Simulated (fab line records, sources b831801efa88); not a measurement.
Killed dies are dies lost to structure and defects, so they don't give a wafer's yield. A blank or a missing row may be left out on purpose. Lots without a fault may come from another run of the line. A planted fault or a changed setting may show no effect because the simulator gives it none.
fab line records | flow gf180mcu
record lots=14 wafers=42 last_day=34
route steps=602 shown V1@361 M2@363 V2@393
lots that met no fault: from a run of the same line without faults
start_h: hours from the record's first day to the start of the lot's first wafer shown | wait_h: hours since the lot's step before | " the same as in the row above | L1.1+2: a row that stands for several wafers | - no value, or no start given | * or withheld: withheld | < > ~ a bound
route shown NAME@n: a module of which the file shows steps, and the number in the route of the first | usual: mean/standard deviation of fault-free wafers | same: alike in all rows | chamber/n: place in a boat | sites: the reading at each site | _std_site: their standard deviation | _edge_site: outer sites' mean less inner sites' | radius_mm: how far each site lies from the wafer's centre | mask NAME#n: copy n | behind: the tool/chamber that last shaped the wafer | hold: why the lot was held/for how many hours/how that ended | device: the transistor (n, p or np) that didn't switch | end of line: the same wafers' tests at the end of the route | a step without rows: its recipe alone | killed: dies lost to structure and defects at the first sort, not the wafer's yield | map: a wafer's dies, x killed, . not, _ none there
set.NAME: the setting as run; set.NAME@STEP: as run at that earlier step | model.NAME: the simulator's own value behind a step, which no gauge read
steps of the route over a sample of lots; a table a step, a row a wafer
services: from which hour (start_h, from the record's first day; less than 0 if before it) a tool's chamber was out of use, for how many hours, and why
## steps
# step GF_V1_CMP_26
# recipe stop_on=SiO2 down_force_psi=3.5 platen_rpm=60 t_overpolish_s=15 target_thk_nm=0 pad_velocity_m_s=0.94248
# usual edge_zone_pressure_frac=1.000/0.0049 motor_current_A=11.0/1.2 overpolish_run_s=15.001/0.0082 time_to_endpoint_s=82/4.3
# columns lot.wafer tool chamber start_h wait_h edge_zone_pressure_frac motor_current_A overpolish_run_s time_to_endpoint_s
L438.1 cmp-02 0 404.63 0.1 1.003 10.6 14.999 83
L438.6 " 0 " " 1.002 11.3 15.003 82
L438.5 " 1 " " 1.003 11.1 15.020 88
L439.3 cmp-01 1 421.03 0.2 1.010 9.0 15.007 87
L439.6 " 2 " " 1.011 11.8 15.005 82
L439.5 " 3 " " 0.993 12.3 14.990 80
L440.2 cmp-01 2 438.08 0.1 0.992 11.0 15.003 80
L440.1 " 3 " " 1.001 12.7 14.995 77
L440.5 " 1 " " 0.999 8.7 15.002 87
L442.3 cmp-02 0 441.65 0.1 1.005 10.5 14.997 85
L442.4 " 1 " " 0.993 11.0 15.006 83
L442.5 " 3 " " 1.003 9.8 14.991 86
L444.3 cmp-01 3 477.11 0.0 0.993 12.0 14.991 77
L444.2 " 2 " " 1.007 10.9 14.995 75
L444.5 " 0 " " 0.997 11.9 14.994 76
L447.2 cmp-01 1 491.10 0.0 0.995 8.9 15.009 84
L447.1 " 2 " " 0.999 11.5 15.010 75
L447.6 " 1 " " 0.986 9.1 14.994 84
L448.1 cmp-02 1 509.81 0.1 1.006 10.7 15.000 87
L448.2 " 2 " " 1.002 12.4 15.006 84
L448.6 " 0 " " 1.002 10.8 15.020 83
L449.3 cmp-01 2 511.41 0.0 0.997 12.0 14.993 73
L449.1 " 0 " " 0.999 12.1 15.020 74
L449.6 " 2 " " 0.994 12.0 14.980 74
L450.1 cmp-01 0 519.07 0.1 1.004 12.6 15.001 82
L450.3 " 1 " " 1.005 9.3 14.993 91
L450.2 " 3 " " 0.992 12.2 15.006 79
L453.2 cmp-02 2 541.95 0.1 1.009 11.3 15.002 85
L453.4 " 3 " " 0.997 9.7 14.988 83
L453.5 " 1 " " 0.996 11.6 15.003 85
L456.3 cmp-01 3 566.37 0.0 1.001 11.9 14.989 82
L456.2 " 2 " " 0.992 11.1 15.010 80
L456.6 " 3 " " 0.989 12.1 14.997 79
L457.4 cmp-01 1 571.98 0.1 0.990 8.6 15.006 84
L457.3 " 3 " " 1.003 12.4 15.007 78
L457.5 " 0 " " 1.003 12.0 15.014 77
L459.1 cmp-02 3 593.79 0.1 0.996 10.2 14.987 82
L459.3 " 1 " " 1.004 11.0 15.000 84
L459.5 " 3 " " 0.998 9.8 14.999 84
L461.4 cmp-01 0 605.72 0.3 1.001 12.0 15.014 81
L461.3 " 2 " " 0.993 11.4 15.001 81
L461.6 " 0 " " 1.007 11.7 14.991 79
# step GF_M2_SPUTTER_01
# recipe material=TiN target_thk_nm=30 power_w=6500 time_s=25 chamber_pressure_pa=0.4
# usual throttle_valve_pct=30.1/0.83
# columns lot.wafer tool chamber start_h wait_h throttle_valve_pct
L438.1 pvd_sputter-03 - 405.03 0.1 29.7
L438.5 " - " " 28.2
L438.6 " - " " 30.0
L439.3 pvd_sputter-02 - 421.28 0.1 30.7
L439.5 " - " " 29.9
L439.6 " - " " 30.7
L440.1 pvd_sputter-03 - 438.38 0.1 28.4
L440.2 " - " " 30.2
L440.5 " - " " 28.6
L442.3 pvd_sputter-03 - 442.00 0.1 30.4
L442.4 " - " " 29.5
L442.5 " - " " 29.8
L444.2 pvd_sputter-02 - 477.51 0.1 30.9
L444.3 " - " " 31.2
L444.5 " - " " 30.8
L447.1 pvd_sputter-04 - 491.50 0.1 30.7
L447.2 " - " " 30.1
L447.6 " - " " 29.3
L448.1 pvd_sputter-04 - 510.16 0.1 29.2
L448.2 " - " " 31.1
L448.6 " - " " 31.0
L449.1 pvd_sputter-02 - 511.81 0.1 30.0
L449.3 " - " " 30.9
L449.6 " - " " 31.0
L450.1 pvd_sputter-04 - 519.47 0.1 30.2
L450.2 " - " " 30.7
L450.3 " - " " 29.0
L453.2 pvd_sputter-04 - 542.30 0.1 29.3
L453.4 " - " " 29.0
L453.5 " - " " 29.4
L456.2 pvd_sputter-02 - 566.77 0.1 30.7
L456.3 " - " " 30.9
L456.6 " - " " 30.7
L457.3 pvd_sputter-02 - 572.33 0.1 29.9
L457.4 " - " " 30.8
L457.5 " - " " 31.0
L459.1 pvd_sputter-04 - 594.14 0.1 29.4
L459.3 " - " " 29.7
L459.5 " - " " 29.3
L461.3 pvd_sputter-03 - 606.07 0.1 29.8
L461.4 " - " " 28.1
L461.6 " - " " 28.4
# step GF_V2_EXPOSE_11
# recipe mask_id=Via2 target_cd_nm=260 na=0.68 source_shape=conventional sigma_outer=0.6 dose_mj=38
# usual exposure_dose_mJ_cm2=38.00/0.18 focus_offset_nm=0.0/0.45 na=0.68/0
# columns lot.wafer tool chamber start_h wait_h mask exposure_dose_mJ_cm2 focus_offset_nm na
L438.1 krf_scanner-01 0 443.77 - Via2#0 37.99 -0.3 0.68
L438.5 " 0 " " Via2#0 38.02 -0.3 0.68
L438.6 " 0 " " Via2#0 38.00 0.6 0.68
L439.3 krf_scanner-01 0 458.98 - Via2#0 37.93 -0.4 0.68
L439.5 " 0 " " Via2#0 37.91 -0.3 0.68
L439.6 " 0 " " Via2#0 37.96 0.2 0.68
L440.1 krf_scanner-02 0 476.42 - Via2#0 37.91 0.2 0.68
L440.2 " 0 " " Via2#0 37.92 -0.1 0.68
L440.5 " 0 " " Via2#0 37.94 0.3 0.68
L442.3 krf_scanner-01 0 479.06 - Via2#0 37.95 0.2 0.68
L442.4 " 0 " " Via2#0 37.94 -0.2 0.68
L442.5 " 0 " " Via2#0 37.95 0.2 0.68
L444.2 krf_scanner-02 0 514.99 - Via2#0 37.93 -0.5 0.68
L444.3 " 0 " " Via2#0 37.92 0.4 0.68
L444.5 " 0 " " Via2#0 37.90 -0.8 0.68
L447.1 krf_scanner-01 0 528.14 - Via2#0 37.98 -0.4 0.68
L447.2 " 0 " " Via2#0 37.95 -0.4 0.68
L447.6 " 0 " " Via2#0 37.94 -0.3 0.68
L448.1 krf_scanner-02 - 546.32 - Via2#0 - - -
L448.2 " - " " Via2#0 - - -
L448.6 " - " " Via2#0 - - -
L449.1 krf_scanner-01 - 547.97 - Via2#0 - - -
L449.3 " - " " Via2#0 - - -
L449.6 " - " " Via2#0 - - -
L450.1 krf_scanner-01 0 555.04 - Via2#0 37.93 0.2 0.68
L450.2 " 0 " " Via2#0 37.96 -0.3 0.68
L450.3 " 0 " " Via2#0 37.95 -0.3 0.68
L453.2 krf_scanner-02 0 577.29 - Via2#0 37.94 0.1 0.68
L453.4 " 0 " " Via2#0 37.95 -0.3 0.68
L453.5 " 0 " " Via2#0 38.00 -0.3 0.68
L456.2 krf_scanner-02 0 601.43 - Via2#0 38.42 0.1 0.68
L456.3 " 0 " " Via2#0 38.52 -0.7 0.68
L456.6 " 0 " " Via2#0 38.45 -0.6 0.68
L457.3 krf_scanner-01 0 606.91 - Via2#0 37.96 0.7 0.68
L457.4 " 0 " " Via2#0 37.94 -0.5 0.68
L457.5 " 0 " " Via2#0 37.96 0.5 0.68
L459.1 krf_scanner-02 0 627.12 - Via2#0 38.50 -0.7 0.68
L459.3 " 0 " " Via2#0 38.51 -0.5 0.68
L459.5 " 0 " " Via2#0 38.45 0.0 0.68
L461.3 krf_scanner-02 0 638.96 - Via2#0 38.47 -0.6 0.68
L461.4 " 0 " " Via2#0 38.46 -0.3 0.68
L461.6 " 0 " " Via2#0 38.50 -0.3 0.68
# step GF_V2_CD_MEAS_14
# recipe target_cd_nm=260
# usual cd_nm=259.8/1.3
# columns lot.wafer tool chamber start_h wait_h cd_nm
L438.1 cd_sem-01 - 455.44 0.1 259.4
L438.5 " - " " 260.0
L438.6 " - " " 259.8
L439.3 cd_sem-01 - 470.99 0.1 259.9
L439.5 " - " " 257.9
L439.6 " - " " 259.9
L440.1 cd_sem-01 - 487.79 0.1 260.6
L440.2 " - " " 260.7
L440.5 " - " " 260.4
L442.3 cd_sem-01 - 490.48 0.1 259.7
L442.4 " - " " 260.1
L442.5 " - " " 258.2
L444.2 cd_sem-02 - 526.31 0.1 258.1
L444.3 " - " " 258.2
L444.5 " - " " 258.5
L447.1 cd_sem-02 - 539.20 0.1 260.5
L447.2 " - " " 260.0
L447.6 " - " " 259.2
L448.1 cd_sem-02 - 557.29 0.1 -
L448.2 " - " " -
L448.6 " - " " -
L449.1 cd_sem-02 - 558.74 0.1 -
L449.3 " - " " -
L449.6 " - " " -
L450.1 cd_sem-01 - 566.14 0.1 258.5
L450.2 " - " " 259.6
L450.3 " - " " 259.2
L453.2 cd_sem-01 - 587.91 0.1 260.5
L453.4 " - " " 261.8
L453.5 " - " " 260.3
L456.2 cd_sem-01 - 612.21 0.1 258.9
L456.3 " - " " 260.1
L456.6 " - " " 260.7
L457.3 cd_sem-01 - 616.79 0.1 260.8
L457.4 " - " " 261.1
L457.5 " - " " 261.5
L459.1 cd_sem-01 - 637.26 0.2 258.0
L459.3 " - " " 257.6
L459.5 " - " " 258.9
L461.3 cd_sem-02 - 649.18 0.1 259.3
L461.4 " - " " 258.6
L461.6 " - " " 258.1
## services
# columns tool chamber start_h hours kind
pvd_sputter-02 - 382.66 10.6 repair
cmp-02 - 383.20 4.5 repair
krf_scanner-01 - 386.99 0.8 pm
krf_scanner-01 - 389.36 1.3 pm
cmp-01 - 393.51 0.3 repair
cmp-01 - 404.00 4.0 pm
krf_scanner-01 - 415.24 2.5 repair
krf_scanner-01 - 428.31 1.0 pm
krf_scanner-02 - 430.00 2.1 repair
cmp-01 - 438.59 3.9 repair
krf_scanner-01 - 438.93 3.6 pm
cmp-01 - 444.92 5.4 pm
krf_scanner-02 - 481.41 0.8 pm
krf_scanner-02 - 493.60 6.8 repair
krf_scanner-02 - 502.53 1.3 pm
krf_scanner-02 - 532.66 1.0 pm
cmp-01 - 549.23 1.3 repair
krf_scanner-01 - 555.79 0.8 pm
krf_scanner-01 - 565.26 1.3 pm
krf_scanner-01 - 575.53 4.4 pm
krf_scanner-02 - 596.68 4.4 pm
cmp-01 - 596.73 1.4 repair
krf_scanner-01 - 601.06 1.0 pm
cmp-01 - 607.81 5.0 pm
## key
first_sign step=GF_V2_EXPOSE_11 reading=tool_record direction=missing
effect none on later readings
met_at GF_V2_EXPOSE_11
struck_lots L448,L449
later_rows_left_out L448.1,L448.2,L448.6,L449.1,L449.3,L449.6
sort_left_out L448.1,L448.2,L448.6,L449.1,L449.3,L449.6
not_acting_at GF_V1_CMP_26,GF_M2_SPUTTER_01,GF_V2_CD_MEAS_14
onset_between 528.14 546.32
fault kind=skipped_step_whole tool=krf_scanner-01,krf_scanner-02 chamber=- onset_h=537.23 steps=GF_V2_EXPOSE_11 scope=struck_lots_only
# sort_left_out: the simulated sort isn't trusted on such a fault, so these wafers' sort isn't shown, and their yield isn't known
# later_rows_left_out: the simulator's readings of these wafers behind a module that went badly wrong aren't trusted and aren't shown, but for the sort
